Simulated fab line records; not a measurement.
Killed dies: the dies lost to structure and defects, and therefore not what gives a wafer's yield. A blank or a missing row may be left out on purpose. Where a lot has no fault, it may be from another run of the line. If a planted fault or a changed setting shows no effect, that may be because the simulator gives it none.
Matching of chambers + flow gf180mcu + 4 sister chambers for GF_V3_ETCH_16 on rie diel-01
The step etches BARC in N2/H2. 4 wafers are shown with their chamber, then 6 later ones without.

## WAFERS WITH THEIR CHAMBER
| wafer  | chamber | drypump motor current A (A) |
|--------|---------|-----------------------------|
| L080.4 | 0       | 5.7                         |
| L083.4 | 1       | 6.5                         |
| L083.6 | 3       | 5.9                         |
| L085.6 | 2       | 6.0                         |

## WAFERS WITH NO CHAMBER GIVEN
| wafer  | drypump motor current A (A) |
|--------|-----------------------------|
| L089.2 | 5.9                         |
| L089.5 | 5.9                         |
| L089.6 | 6.0                         |
| L095.1 | 6.0                         |
| L095.3 | 5.9                         |
| L095.4 | 6.4                         |

## CHAMBER TAKEN BY EACH
| wafer  | from the rows above | in truth                   |
|--------|---------------------|----------------------------|
| L089.2 | 3                   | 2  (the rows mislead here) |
| L089.5 | 3                   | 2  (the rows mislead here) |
| L089.6 | 2                   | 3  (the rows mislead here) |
| L095.1 | 2                   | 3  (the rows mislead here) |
| L095.3 | 3                   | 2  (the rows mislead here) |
| L095.4 | 1                   | 1                          |
Placed correctly: 1 of 6. Can't be placed from these rows: 0. Number placed wrongly: 5.
How it was worked out, from the rows above alone: a wafer's distance from a chamber is the root of the sum, over the readings, of the square of ((its reading less the chamber's mean) divided by the reading's scatter). If the next closest chamber is less than 2 further off than the closest, the wafer can't be placed; otherwise it belongs to the closest. For every chamber, the mean is computed from those of its wafers that are shown. The scatter (one wafer shown for each chamber): square how far every hidden wafer sits from the nearest shown wafer, average those squares and take the square root.
